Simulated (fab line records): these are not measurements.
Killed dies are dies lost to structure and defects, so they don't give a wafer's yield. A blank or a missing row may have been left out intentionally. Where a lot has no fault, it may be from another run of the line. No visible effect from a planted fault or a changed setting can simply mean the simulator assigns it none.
fab line records | flow sky130
record: lots: 6 wafers: 18 last-day: 50
route steps=708 shown VT_ADJUST_LVTN@116 VT_ADJUST_NCORE@119 VT_ADJUST_HVTR@131 PAD_OPEN@708
lots that met no fault: taken from a fault-free run of the same line
start-h: hours from the record's opening day to when the first of the lot's shown wafers began | wait-h: hours from the lot's prior step to this one | " unchanged from the row above | L1.1+2: a row that stands for several wafers | - no value present, or no start provided | * or withheld: withheld | < > ~ a bound
route shown NAME@n: names a module that has steps shown in the file, with the first one's number in the route | usual: mean and standard deviation over wafers with no fault | same: alike in all rows | chamber/n: place in a boat | sites: the reading at each site | _std_site: their standard deviation | _edge_site: outer sites' mean less inner sites' | radius-mm: how far each site lies from the wafer's centre | mask NAME#n: copy n | behind: the tool/chamber that last shaped the wafer | hold: why the lot went on hold/how many hours it stayed there/how the hold came to an end | device: the transistor (n, p or np) that didn't switch | end of line: tests of these same wafers at the route's end | for a step that has no rows: nothing shown but its recipe | killed: the dies lost at the first sort to structure and to defects; this is not the yield of the wafer | map: the dies of a wafer, with x for killed, . for not killed, _ for no die there
set.NAME: the setting the step ran with; set.NAME@STEP: the setting that earlier step ran with | model.NAME: the simulator's own value behind a step, which no gauge read
a table for each step, a row for each wafer; lots at some steps of the route
services: a tool's chamber out of use, with start hour (start-h, from the record's first day; less than 0 if before it), hours out, and reason
== steps ==
step: SKY_VT_ADJUST_LVTN_IMPLANT_19
recipe: species: B energy-kev: 30 dose-cm2: 6.5e+11 tilt-deg: withheld
step: SKY_VT_ADJUST_LVTN_STRIP_20
recipe: chemistry: O2/N2 power-w: 1400 pressure-mtorr: 1500 platen-temp-c: withheld o2-flow-sccm: 3000 n2-flow-sccm: 300 overash-fraction: 0.5
usual: chamber-pressure-mTorr: 1500.0/1.4 drypump-motor-current-A: 5.5/0.37 oes-product-au: 0.715/0.0045 strip-time-to-endpoint-s: 14.16/0.042
columns lot.wafer tool chamber start-h wait-h chamber-pressure-mTorr drypump-motor-current-A oes-product-au rf-hours-counter-h strip-time-to-endpoint-s
L386.3 plasma-asher-03 1 173.91 0.1 1500.8 5.7 0.714 - 14.21
L386.4 " 0 " " 1501.4 5.5 0.709 - 14.24
L386.6 " 0 " " 1501.6 5.5 0.713 - 14.21
L389.2 plasma-asher-03 1 206.45 0.1 1499.5 5.8 0.710 38 14.20
L389.4 " 1 " " 1500.0 5.7 0.709 - 14.16
L389.5 " 0 " " 1502.8 5.5 0.719 - 14.14
L390.4 plasma-asher-04 1 208.60 0.1 1500.4 6.0 0.716 - 14.23
L390.5 " 0 " " 1497.6 6.1 0.717 - 14.15
L390.6 " 1 " " 1502.6 6.0 0.713 - 14.18
L396.2 plasma-asher-01 0 242.47 0.1 1500.4 4.8 0.714 57 14.13
L396.3 " 0 " " 1500.7 4.8 0.707 - 14.15
L396.5 " 0 " " 1497.7 4.8 0.722 - 14.16
L402.2 plasma-asher-03 1 278.97 0.1 1498.9 5.7 0.719 46 14.20
L402.4 " 0 " " 1499.3 5.5 0.713 - 14.21
L402.6 " 1 " " 1500.7 5.7 0.711 - 14.19
L405.3 plasma-asher-03 1 320.70 0.1 1500.5 5.7 0.715 - 14.14
L405.5 " 1 " " 1502.1 5.7 0.710 - 14.17
L405.6 " 0 " " 1503.6 5.5 0.718 - 14.14
step: SKY_VT_ADJUST_LVTN_TW_MEAS_21
usual: VT_ADJUST_LVTN_2_TW: 188.3/1.1
columns lot.wafer tool chamber start-h wait-h VT_ADJUST_LVTN_2_TW
L386.3 film-metro-01 - 173.99 0.1 188.5
L386.4 " - " " 189.5
L386.6 " - " " 188.9
L389.2 film-metro-03 - 206.56 0.1 187.7
L389.4 " - " " 187.7
L389.5 " - " " 188.0
L390.4 film-metro-03 - 208.69 0.1 187.9
L390.5 " - " " 187.5
L390.6 " - " " 187.9
L396.2 film-metro-02 - 242.58 0.1 188.7
L396.3 " - " " 188.5
L396.5 " - " " 189.7
L402.2 film-metro-03 - 279.08 0.1 186.3
L402.4 " - " " 186.1
L402.6 " - " " 186.6
L405.3 film-metro-03 - 320.78 0.1 185.9
L405.5 " - " " 186.6
L405.6 " - " " 186.9
step: SKY_VT_ADJUST_NCORE_DEHYDRATE_00
recipe: temp-c: 200 time-s: 60
step: SKY_VT_ADJUST_NCORE_HMDS_01
recipe: prime-time-s: 60 prime-temp-c: 120
step: SKY_VT_ADJUST_NCORE_COAT_02
recipe: resist: NOVOLAK spin-rpm: 3000 resist-thk-nm: 1140
step: SKY_VT_ADJUST_NCORE_SOFTBAKE_03
recipe: temp-c: 90 time-s: 60 resist: NOVOLAK
step: SKY_VT_ADJUST_NCORE_EXPOSE_04
recipe: mask-id: LVTN_COMPLEMENT_THIN na: 0.6 source-shape: conventional sigma-outer: 0.6 polarization: unpolarized target-cd-nm: 380 dose-mj: 139
step: SKY_VT_ADJUST_NCORE_PEB_05
recipe: temp-c: withheld time-s: * resist: NOVOLAK
step: SKY_VT_ADJUST_NCORE_DEVELOP_06
recipe: resist: NOVOLAK developer: TMAH develop-time-s: 60 dev-temp-c: 23
step: SKY_VT_ADJUST_NCORE_CD_MEAS_07
recipe: target-cd-nm: 380
usual: cd-nm: 379.5/2.3
columns lot.wafer tool chamber start-h wait-h cd-nm
L386.3 cd-sem-01 - 194.84 0.1 381.2
L386.4 " - " " 379.7
L386.6 " - " " 380.4
L389.2 cd-sem-02 - 228.50 0.1 380.2
L389.4 " - " " 381.2
L389.5 " - " " 380.8
L390.4 cd-sem-01 - 231.04 0.1 378.1
L390.5 " - " " 379.3
L390.6 " - " " 378.0
L396.2 cd-sem-01 - 266.66 0.1 382.0
L396.3 " - " " 380.9
L396.5 " - " " 381.7
L402.2 cd-sem-02 - 304.46 0.1 377.8
L402.4 " - " " 378.7
L402.6 " - " " 379.5
L405.3 cd-sem-01 - 347.12 0.1 382.8
L405.5 " - " " 379.9
L405.6 " - " " 380.0
step: SKY_VT_ADJUST_NCORE_OVL_MEAS_08
usual: VT_ADJUST_NCORE_OVL: 1.0/1.6
columns lot.wafer tool chamber start-h wait-h VT_ADJUST_NCORE_OVL[nm]
L386.3 overlay-01 - 194.93 0.1 0.5
L386.4 " - " " 0.0
L386.6 " - " " 1.3
L389.2 overlay-02 - 228.60 0.1 1.5
L389.4 " - " " 0.3
L389.5 " - " " 1.8
L390.4 overlay-01 - 231.11 0.1 1.1
L390.5 " - " " 2.1
L390.6 " - " " 2.3
L396.2 overlay-01 - 266.76 0.1 2.6
L396.3 " - " " 1.9
L396.5 " - " " 2.4
L402.2 overlay-02 - 304.56 0.1 -0.1
L402.4 " - " " 1.2
L402.6 " - " " -1.3
L405.3 overlay-02 - 347.21 0.1 -3.2
L405.5 " - " " -2.5
L405.6 " - " " -3.5
step: SKY_VT_ADJUST_NCORE_IMPLANT_09
recipe: species: B energy-kev: 10 dose-cm2: 2.4e+12 tilt-deg: withheld
usual: beam-on-s: 10.00/0.18 end-station-pressure-torr: 5e-06/2.6e-07 faraday-current-uA: 13.54/0.25
columns lot.wafer tool chamber start-h wait-h beam-on-s end-station-pressure-torr faraday-current-uA
L386.3 implanter-02 0 195.00 0.1 10.24 5.06e-06 13.21
L386.4 " 0 " " 9.74 4.86e-06 13.89
L386.6 " 0 " " 9.87 4.92e-06 13.73
L389.2 implanter-03 0 228.66 0.0 9.78 5.33e-06 13.81
L389.4 " 0 " " 9.96 4.52e-06 13.60
L389.5 " 0 " " 9.73 4.97e-06 13.88
L390.4 implanter-02 0 231.21 0.1 9.87 5.38e-06 13.78
L390.5 " 0 " " 9.90 4.97e-06 13.67
L390.6 " 0 " " 10.09 4.98e-06 13.40
L396.2 implanter-02 0 266.82 0.0 9.92 5.19e-06 13.59
L396.3 " 0 " " 10.28 5.16e-06 13.23
L396.5 " 0 " " 9.74 4.99e-06 13.93
L402.2 implanter-02 0 304.62 0.0 12.24 4.83e-06 11.06
L402.4 " 0 " " 12.23 4.92e-06 11.08
L402.6 " 0 " " 12.51 5.14e-06 10.77
L405.3 implanter-02 0 347.28 0.1 12.99 5.19e-06 10.42
L405.5 " 0 " " 12.72 4.81e-06 10.65
L405.6 " 0 " " 12.42 4.79e-06 10.91
step: SKY_VT_ADJUST_NCORE_STRIP_10
recipe: chemistry: O2/N2 power-w: 1400 pressure-mtorr: 1500 platen-temp-c: withheld o2-flow-sccm: 3000 n2-flow-sccm: 300 overash-fraction: 0.5
usual: chamber-pressure-mTorr: 1499.9/1.2 drypump-motor-current-A: 5.5/0.48 oes-product-au: 0.716/0.0042 strip-time-to-endpoint-s: 14.18/0.039
columns lot.wafer tool chamber start-h wait-h chamber-pressure-mTorr drypump-motor-current-A oes-product-au rf-hours-counter-h strip-time-to-endpoint-s
L386.3 plasma-asher-01 1 195.14 0.1 1499.0 5.3 0.717 - 14.20
L386.4 " 0 " " 1499.8 4.8 0.716 - 14.13
L386.6 " 0 " " 1499.7 4.8 0.710 - 14.17
L389.2 plasma-asher-04 1 228.78 0.1 1501.0 6.0 0.709 56 14.23
L389.4 " 0 " " 1500.9 6.1 0.712 - 14.19
L389.5 " 0 " " 1498.4 6.1 0.718 - 14.16
L390.4 plasma-asher-02 0 231.32 0.1 1499.9 4.9 0.718 - 14.20
L390.5 " 0 " " 1500.4 4.9 0.713 - 14.22
L390.6 " 1 " " 1500.1 5.6 0.715 - 14.20
L396.2 plasma-asher-04 1 266.94 0.1 1499.5 6.0 0.719 58 14.19
L396.3 " 1 " " 1500.2 6.0 0.716 - 14.19
L396.5 " 0 " " 1499.6 6.1 0.713 - 14.22
L402.2 plasma-asher-04 0 304.74 0.1 1501.6 6.1 0.710 62 14.11
L402.4 " 1 " " 1500.4 6.0 0.709 - 14.12
L402.6 " 0 " " 1498.1 6.1 0.726 - 14.10
L405.3 plasma-asher-02 1 347.41 0.1 1501.4 5.6 0.717 - 14.19
L405.5 " 1 " " 1499.3 5.6 0.721 - 14.16
L405.6 " 0 " " 1501.0 5.0 0.718 - 14.20
step: SKY_VT_ADJUST_NCORE_TW_MEAS_11
usual: VT_ADJUST_NCORE_TW: 219.4/1.3
columns lot.wafer tool chamber start-h wait-h VT_ADJUST_NCORE_TW
L386.3 film-metro-01 - 195.22 0.1 221.0
L386.4 " - " " 221.6
L386.6 " - " " 220.4
L389.2 film-metro-01 - 228.89 0.1 220.3
L389.4 " - " " 222.2
L389.5 " - " " 220.6
L390.4 film-metro-04 - 231.41 0.1 217.0
L390.5 " - " " 218.0
L390.6 " - " " 218.5
L396.2 film-metro-01 - 267.05 0.1 219.8
L396.3 " - " " 219.7
L396.5 " - " " 218.5
L402.2 film-metro-04 - 304.85 0.1 235.9
L402.4 " - " " 235.1
L402.6 " - " " 234.6
L405.3 film-metro-03 - 347.50 0.1 232.2
L405.5 " - " " 232.6
L405.6 " - " " 232.1
step: SKY_VT_ADJUST_HVTR_DEHYDRATE_00
recipe: temp-c: 200 time-s: 60
step: SKY_PAD_OPEN_PROBE_99
usual: killed_at_M0_to_M3: 44/7 killed_at_M4_up: 3.0/1.9 killed-at-contacts: 24/5.4 killed-at-front-end: 15/4.6 killed-at-other: 0.3/0.5 killed-dies: 87/10 killed-open: 47/7 killed-short: 40/6.2
same: gross-dies: 492 killed-at-back-side: 0
columns lot.wafer tool chamber start-h wait-h killed_at_M0_to_M3 killed_at_M4_up killed-at-contacts killed-at-front-end killed-at-other killed-dies killed-open killed-short model.etest.nfet_16v.r-on-ohm-um model.etest.pfet_16v.r-on-ohm-um model.etest.pfet-g5v0d10v5.r-on-ohm-um model.etest.tip-p.rs-ohm-sq model.etest.pfet_01v8.r-on-ohm-um model.etest.res-pwell-under-gate.rs-ohm-sq model.etest.nfet-g5v0d10v5.r-on-ohm-um model.etest.tip_p_5v.rs-ohm-sq
L386.3 prober-02 - 1079.00 0.2 43 3 25 7 0 78 43 35 1.39e+04 1.463e+04 4755 6852 2839 2286 1862 2868
L386.4 prober-02 - 1079.05 0.2 43 6 22 15 0 86 43 43 1.39e+04 1.491e+04 4631 6854 2822 2282 1836 2907
L386.6 prober-02 - 1079.15 0.2 46 1 25 6 0 78 47 31 1.392e+04 1.501e+04 4699 6866 2863 2284 1849 2893
L389.2 prober-01 - 1115.08 0.1 44 4 14 16 0 78 46 32 1.424e+04 1.47e+04 4595 6825 2910 2280 1847 2844
L389.4 prober-01 - 1115.18 0.2 38 2 28 15 1 84 47 37 1.437e+04 1.498e+04 4616 6846 2836 2286 1862 2840
L389.5 prober-01 - 1115.23 0.2 44 1 29 20 1 95 60 35 1.426e+04 1.471e+04 4669 6832 2863 2286 1868 2831
L390.4 prober-02 - 1117.61 0.2 31 3 27 15 1 77 34 43 1.394e+04 1.504e+04 4812 7100 2976 2277 1904 2840
L390.5 prober-02 - 1117.66 0.2 36 5 22 24 0 87 43 44 1.386e+04 1.524e+04 4757 7035 3044 2277 1897 2856
L390.6 prober-02 - 1117.71 0.2 45 7 29 18 0 99 46 53 1.39e+04 1.509e+04 4776 7089 3034 2268 1888 2866
L396.2 prober-02 - 1140.70 0.1 37 3 25 19 0 84 47 37 1.414e+04 1.554e+04 4698 6956 2910 2281 1846 2842
L396.3 prober-02 - 1140.75 0.2 48 4 26 26 0 104 62 42 1.419e+04 1.532e+04 4717 6937 2926 2270 1854 2850
L396.5 prober-02 - 1140.85 0.2 48 4 19 29 0 100 50 50 1.42e+04 1.517e+04 4622 6944 2868 2276 1839 2849
L402.2 prober-02 - 1179.90 0.1 36 2 15 18 0 71 34 37 1.511e+04 1.442e+04 4464 6621 2751 2203 1945 2814
L402.4 prober-02 - 1180.00 0.2 42 2 32 11 0 87 48 39 1.518e+04 1.432e+04 4523 6664 2775 2189 1968 2809
L402.6 prober-02 - 1180.10 0.2 41 2 28 14 0 85 44 41 1.534e+04 1.448e+04 4483 6595 2728 2190 1956 2800
L405.3 prober-01 - 1198.41 0.2 45 3 24 15 0 87 46 41 1.555e+04 1.461e+04 4411 6734 2828 2221 1947 2785
L405.5 prober-01 - 1198.51 0.2 40 1 26 10 1 78 45 33 1.545e+04 1.461e+04 4415 6750 2855 2196 1972 2772
L405.6 prober-01 - 1198.56 0.2 45 0 22 16 0 83 38 45 1.537e+04 1.447e+04 4436 6662 2856 2209 1924 2774
killed by level:class
L386.3 CONTACT:geometric-particle:open=11 VIA1:geometric-particle:open=9 LI_CONTACT:geometric-particle:open=8 VIA2:geometric-particle:open=7 METAL2:geometric-particle:short=6 VIA1:geometric-particle:short=5 CONTACT:geometric-particle:short=4 METAL1:geometric-particle:short=4
L386.4 CONTACT:geometric-particle:open=8 VIA1:geometric-particle:open=8 CONTACT:geometric-particle:short=6 METAL1:geometric-particle:short=6 METAL4:geometric-particle:short=6 FIELD_ISO:geometric-particle:open=5 FIELD_ISO:geometric-particle:short=5 LI_CONTACT:geometric-particle:open=5
L386.6 VIA2:geometric-particle:open=10 LI_CONTACT:geometric-particle:open=9 CONTACT:geometric-particle:open=9 VIA1:geometric-particle:open=8 METAL2:geometric-particle:short=8 VIA1:geometric-particle:short=4 VIA2:geometric-particle:short=4 LOCAL_INTERCONNECT:geometric-particle:short=3
L389.2 VIA1:geometric-particle:short=9 VIA1:geometric-particle:open=8 VIA3:geometric-particle:open=8 VIA2:geometric-particle:open=7 LI_CONTACT:geometric-particle:open=6 POLY_GATE:geometric-particle:short=5 POLY_GATE:geometric-particle:open=4 FIELD_ISO:geometric-particle:open=3
L389.4 CONTACT:geometric-particle:open=13 LI_CONTACT:geometric-particle:open=8 METAL2:geometric-particle:short=8 VIA1:geometric-particle:open=7 VIA2:geometric-particle:open=6 FIELD_ISO:geometric-particle:short=5 FIELD_ISO:geometric-particle:open=4 POLY_GATE:geometric-particle:open=4
L389.5 VIA1:geometric-particle:open=12 CONTACT:geometric-particle:open=10 LI_CONTACT:geometric-particle:open=9 FIELD_ISO:geometric-particle:open=6 METAL1:geometric-particle:short=6 POLY_GATE:geometric-particle:open=5 FIELD_ISO:geometric-particle:short=4 METAL3:geometric-particle:short=4
L390.4 LOCAL_INTERCONNECT:geometric-particle:short=7 LI_CONTACT:geometric-particle:open=6 CONTACT:geometric-particle:open=6 FIELD_ISO:geometric-particle:short=5 POLY_GATE:geometric-particle:short=4 LI_CONTACT:geometric-particle:short=4 CONTACT:geometric-particle:short=4 METAL1:geometric-particle:short=4
L390.5 METAL1:geometric-particle:short=11 POLY_GATE:geometric-particle:open=9 CONTACT:geometric-particle:short=8 VIA1:geometric-particle:open=8 CONTACT:geometric-particle:open=7 FIELD_ISO:geometric-particle:open=5 POLY_GATE:geometric-particle:short=4 LI_CONTACT:geometric-particle:short=4
L390.6 CONTACT:geometric-particle:open=12 METAL1:geometric-particle:short=9 METAL2:geometric-particle:short=9 VIA1:geometric-particle:open=8 LOCAL_INTERCONNECT:geometric-particle:short=7 POLY_GATE:geometric-particle:open=5 LI_CONTACT:geometric-particle:open=5 METAL4:geometric-particle:short=5
L396.2 CONTACT:geometric-particle:open=9 VIA1:geometric-particle:open=8 CONTACT:geometric-particle:short=6 VIA2:geometric-particle:open=6 VIA3:geometric-particle:open=5 FIELD_ISO:geometric-particle:short=4 POLY_GATE:geometric-particle:short=4 SPACER:geometric-particle:open=4
L396.3 VIA1:geometric-particle:open=12 VIA2:geometric-particle:open=9 LI_CONTACT:geometric-particle:open=8 CONTACT:geometric-particle:open=8 POLY_GATE:geometric-particle:open=6 POLY_GATE:geometric-particle:short=6 FIELD_ISO:geometric-particle:open=5 CONTACT:geometric-particle:short=5
L396.5 VIA1:geometric-particle:open=10 CONTACT:geometric-particle:open=8 FIELD_ISO:geometric-particle:short=7 VIA3:geometric-particle:open=7 POLY_GATE:geometric-particle:open=6 VIA1:geometric-particle:short=6 VIA2:geometric-particle:short=6 FIELD_ISO:geometric-particle:open=5
L402.2 FIELD_ISO:geometric-particle:short=7 VIA2:geometric-particle:open=6 LI_CONTACT:geometric-particle:open=5 CONTACT:geometric-particle:open=4 METAL2:geometric-particle:short=4 VIA1:geometric-particle:open=4 VIA2:geometric-particle:short=4 POLY_GATE:geometric-particle:short=3
L402.4 CONTACT:geometric-particle:open=13 LI_CONTACT:geometric-particle:open=11 VIA1:geometric-particle:short=9 VIA1:geometric-particle:open=9 METAL2:geometric-particle:short=6 VIA2:geometric-particle:open=6 POLY_GATE:geometric-particle:short=5 METAL3:geometric-particle:short=4
L402.6 CONTACT:geometric-particle:open=13 FIELD_ISO:geometric-particle:short=7 VIA1:geometric-particle:short=7 METAL1:geometric-particle:short=6 VIA1:geometric-particle:open=6 FIELD_ISO:geometric-particle:open=5 LI_CONTACT:geometric-particle:short=5 LI_CONTACT:geometric-particle:open=5
L405.3 VIA1:geometric-particle:open=13 LOCAL_INTERCONNECT:geometric-particle:short=7 LI_CONTACT:geometric-particle:open=6 CONTACT:geometric-particle:open=6 VIA1:geometric-particle:short=6 METAL2:geometric-particle:short=6 METAL1:geometric-particle:short=5 VIA3:geometric-particle:open=5
L405.5 VIA1:geometric-particle:open=12 LI_CONTACT:geometric-particle:open=8 LI_CONTACT:geometric-particle:short=7 CONTACT:geometric-particle:open=6 METAL1:geometric-particle:short=6 VIA2:geometric-particle:open=5 FIELD_ISO:geometric-particle:open=4 METAL2:geometric-particle:short=4
L405.6 VIA1:geometric-particle:open=10 CONTACT:geometric-particle:open=10 FIELD_ISO:geometric-particle:short=9 METAL1:geometric-particle:short=6 VIA3:geometric-particle:open=6 METAL2:geometric-particle:short=5 LI_CONTACT:geometric-particle:short=4 CONTACT:geometric-particle:short=4
== services ==
columns tool chamber start-h hours kind
implanter-02 - 159.82 8.6 repair
implanter-02 - 168.37 3.6 pm
plasma-asher-01 - 170.91 8.2 repair
plasma-asher-01 - 191.72 0.4 repair
implanter-03 - 198.75 3.6 repair
plasma-asher-04 - 234.66 15.0 repair
implanter-02 - 236.28 3.6 pm
implanter-02 - 254.24 10.4 repair
implanter-02 - 264.36 1.0 repair
implanter-02 - 283.17 1.0 repair
implanter-03 - 293.88 17.8 pm
implanter-03 - 314.17 5.1 repair
plasma-asher-04 - 336.06 1.0 repair
plasma-asher-03 - 346.03 2.8 pm
== key ==
first-sign: step: SKY_VT_ADJUST_NCORE_IMPLANT_09 reading: beam-on-s direction: up sigmas: 14 usual: 10.00 struck: 12.52
effect: step: SKY_VT_ADJUST_NCORE_IMPLANT_09 reading: faraday-current-uA direction: down sigmas: 11 usual: 13.54 struck: 10.81
effect: step: SKY_VT_ADJUST_NCORE_TW_MEAS_11 reading: VT_ADJUST_NCORE_TW direction: up sigmas: 11 usual: 219.4 struck: 233.8
model-effect: step: SKY_PAD_OPEN_PROBE_99 value: etest.nfet_16v.r-on-ohm-um without: 1.41e+04 struck: 1.533e+04
met-at SKY_VT_ADJUST_NCORE_IMPLANT_09
struck-wafers L402.2,L402.4,L402.6,L405.3,L405.5,L405.6
tester-left-out L402,L405
onset-between 266.82 304.62
fault: kind: process-parameter-drift tool: implanter-02 chamber: - onset-h: 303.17 steps: SKY_VT_ADJUST_NCORE_IMPLANT_09 channel: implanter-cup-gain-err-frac offset: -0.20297 shape: step end-h: 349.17
tester-left-out: of these lots the tester's yield and bins aren't shown, on N5 and GAA mostly nor the transistor test; their killed dies are dies lost to structure and defects alone, not to doping, threshold or leakage, so they don't give the yield
